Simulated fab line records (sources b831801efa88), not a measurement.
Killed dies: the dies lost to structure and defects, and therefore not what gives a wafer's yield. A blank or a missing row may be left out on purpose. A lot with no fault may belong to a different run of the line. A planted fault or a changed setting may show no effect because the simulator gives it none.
8D (eight disciplines) problem report, filled in by code / flow gf180mcu / the parts of the form that need people (team, actions taken, sign-off) are left out

== 1. WHAT IS WRONG ==
chamberPressurePa at GF_CONTACT_SPUTTER_22 reads a mean of 6.229 Pa on 2 wafers of 2 lots; wafers without a fault read 4.999 Pa with a standard deviation of 0.0084. That is +99 or more standard deviations from the usual mean.
The step: material Ti, target thk 15 nm, time 80.02 s.
The first sign was on wafer L245.6 at day 19 23:01, on pvdSputter-03. At this step, 18 wafers from 6 lots have a number in the record. Rule for "out", or "out of limits": more than 4 standard deviations from the usual mean. The other wafers with a number count as sound.

== 2. WHAT IT IS, AND WHAT IT ISN'T ==
question=which readings at this step | is=chamberPressurePa | is not=cathodeDcPowerW, substrateTempC
question=which lots | is=L245, L246 | is not=L236, L249, L256, L257
question=which wafers of those lots | is=L245.6, L246.4 | is not=L245.1, L245.5, L246.2, L246.5
question=read on which tools | is=pvdSputter-03 | is not=pvdSputter-02, pvdSputter-04
question=when | is=from day 19 23:01 | is not=up to then (5 sound wafers); but 11 sound wafers of L246, L249, L256, L257 came after

== 3. WHAT RULES OUT EACH SUSPECT ==
Counting: a tool at a process step up to the reading stays a suspect if it ran every lot that is out. Sound lots after the first of them don't rule it out here, since some wafers of a struck lot are sound.
- rieDiel-01 at GF_CONTACT_ETCH_16 (etches BARC in N2/H2): kept. It processed each lot that is out (first: L245, day 19 22:33); up to then, its last sound lot is L236 (day 17 03:36).
- rieDiel-01 at GF_CONTACT_ETCH_17 (etches SiO2 in C4F8/O2/Ar, stops on CoSi2, target depth 860 nm): kept. It processed each lot that is out (first: L245, day 19 22:43); up to then, its last sound lot is L236 (day 17 03:46). GF_CONTACT_ETCH_17: start missing for some lots; hours and lot order therefore follow GF_CONTACT_STRIP_18.
- plasmaAsher-03 at GF_CONTACT_STRIP_18 (strips in O2/N2): kept. It processed each lot that is out (first: L245, day 19 22:43); up to then, its last sound lot is L236 (day 17 03:46).
- pvdSputter-03 at GF_CONTACT_SPUTTER_22 (material Ti, target thk 15 nm, time 80.02 s): kept. It ran every lot that is out, first L245 (day 19 23:01). Out on those wafers are its own readings of chamberPressurePa.
Left after counting: rieDiel-01 at GF_CONTACT_ETCH_16, rieDiel-01 at GF_CONTACT_ETCH_17, plasmaAsher-03 at GF_CONTACT_STRIP_18, pvdSputter-03 at GF_CONTACT_SPUTTER_22.

== 4. THE CAUSE (what the simulator had put in) ==
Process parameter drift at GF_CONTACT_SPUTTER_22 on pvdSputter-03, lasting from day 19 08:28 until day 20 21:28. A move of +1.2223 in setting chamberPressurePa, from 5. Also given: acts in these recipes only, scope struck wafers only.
4 suspects survive the count, and this tool is in that group.

== 5. SEQUENCE OF EFFECTS, ordered by route ==
Each row: a reading whose mean over the struck wafers that have a number lies more than 3 standard deviations from the usual. Only readings for which the record gives a usual standard deviation are gone through. hours: the time from each lot's start at the first step in this table that gives one to its start at this step, as a median over the lots. sigmas: the change in usual standard deviations.
hours=0; step=GF_CONTACT_SPUTTER_22; reading=chamberPressurePa; usual=4.999 Pa; on struck wafers=6.229; change=+1.230; sigmas=+99 or more
hours=0; step=GF_CONTACT_SPUTTER_22; reading=throttleValvePct; usual=30.4 %; on struck wafers=26.6; change=-3.8; sigmas=-3.7
Its process steps:
- GF_CONTACT_SPUTTER_22: material Ti, target thk 15 nm, time 80.02 s.

== 6. WHAT WOULD HAVE CAUGHT IT SOONER ==
15 hours passed between the start of the fault at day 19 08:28 and the first reading out of limits in this record, taken at day 19 23:01.
